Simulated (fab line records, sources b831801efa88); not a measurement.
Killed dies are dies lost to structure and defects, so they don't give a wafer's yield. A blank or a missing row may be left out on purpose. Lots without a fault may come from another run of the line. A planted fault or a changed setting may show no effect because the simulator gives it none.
Tool commonality check | flow gf180mcu | 12 lots, 45 wafers sampled

WHY IT WAS OPENED
At GF_HV_LDD_THK_MEAS_57 the reading HV_LDD_CVD_56_THK is flagged on 3 of 12 lots. Wafers without a fault read 90.2 nm, standard deviation 0.93.
Rule: a lot is flagged when every wafer of it that has a number lies more than 4 standard deviations from that mean, or none has a number. The other lots count as sound.

lot  | measured     | on            | HV_LDD_CVD_56_THK (nm), wafer by wafer | flag
L393 | day 13 04:46 | film_metro-04 | 89.2 88.9 89.2                         |
L394 | day 13 07:38 | film_metro-04 | 89.5 89.5 88.8                         |
L395 | day 13 17:57 | film_metro-04 | 91.5 91.8 90.8                         |
L397 | day 14 08:40 | film_metro-01 | 89.8 91.6 90.2                         |
L398 | day 14 13:43 | film_metro-03 | 90.9 90.9 91.4                         |
L399 | day 14 18:29 | film_metro-03 | 88.9 88.6 89.1                         |
L401 | day 15 15:23 | film_metro-01 | 91.0 90.7 92.6                         |
L402 | day 15 19:14 | film_metro-03 | 90.9 91.0 90.8                         |
L404 | day 16 12:02 | film_metro-04 | 89.3 90.6 89.8                         |
L406 | day 17 05:02 | film_metro-01 | 96.5 97.3 97.1 96.5 97.4 97.2          | FLAGGED
L407 | day 17 11:26 | film_metro-03 | 96.5 95.6 96.0 96.5 95.7 96.0          | FLAGGED
L408 | day 17 19:02 | film_metro-01 | 96.6 96.6 96.0 96.6 96.7 95.9          | FLAGGED
The numbers of the flagged lots are 96.5 nm on average: +6.3 nm against the usual, or +7 standard deviations.

WHICH TOOL RAN EACH LOT
The record holds 1 process step before the reading, out of a route of 602 steps. In each cell: the tool, then ch and the chambers that the sampled wafers went through, then the start.
lot  | flag    | GF_HV_LDD_CVD_56
L393 |         | lpcvd-01 ch 1, day 13 03:21
L394 |         | lpcvd-02 ch 1, day 13 06:13
L395 |         | lpcvd-01 ch 1, day 13 16:31
L397 |         | lpcvd-01 ch 1, day 14 07:13
L398 |         | lpcvd-02 ch 1, day 14 11:34
L399 |         | lpcvd-01 ch 1, day 14 17:03
L401 |         | lpcvd-02 ch 0, day 15 13:58
L402 |         | lpcvd-01 ch 1, day 15 17:48
L404 |         | lpcvd-02 ch 0, day 16 10:36
L406 | FLAGGED | lpcvd-02 ch 1, day 17 03:35
L407 | FLAGGED | lpcvd-02 ch 0, day 17 09:59
L408 | FLAGGED | lpcvd-02 ch 0, day 17 17:37
What these steps do:
- GF_HV_LDD_CVD_56: deposits Si3N4 from DCS/NH3, target thk 90 nm, time 1543 s.
- GF_HV_LDD_THK_MEAS_57

FLAGGED OVER TOTAL, TOOL BY TOOL (the gauges that took the reading come last)
step                  | tool          | lots run | flagged | share of the flagged lots | sound lots run after its first flagged lot
GF_HV_LDD_CVD_56      | lpcvd-01      | 5        | 0       | none                      | -
GF_HV_LDD_CVD_56      | lpcvd-02      | 7        | 3       | all                       | 0
GF_HV_LDD_THK_MEAS_57 | film_metro-01 | 4        | 2       | some                      | 0
GF_HV_LDD_THK_MEAS_57 | film_metro-03 | 4        | 1       | some                      | 0
GF_HV_LDD_THK_MEAS_57 | film_metro-04 | 4        | 0       | none                      | -

WHAT THE TABLE ALLOWS
1 row of the table ran every flagged lot: lpcvd-02 at GF_HV_LDD_CVD_56.
- lpcvd-02 at GF_HV_LDD_CVD_56: 3 of its 7 lots flagged. Its last sound lot is L404 (day 16 10:36), its first flagged lot L406 (day 17 03:35): a fault that began between those two fits.
One tool is left: lpcvd-02 at GF_HV_LDD_CVD_56.

WHAT THE SIMULATOR HAD PUT IN
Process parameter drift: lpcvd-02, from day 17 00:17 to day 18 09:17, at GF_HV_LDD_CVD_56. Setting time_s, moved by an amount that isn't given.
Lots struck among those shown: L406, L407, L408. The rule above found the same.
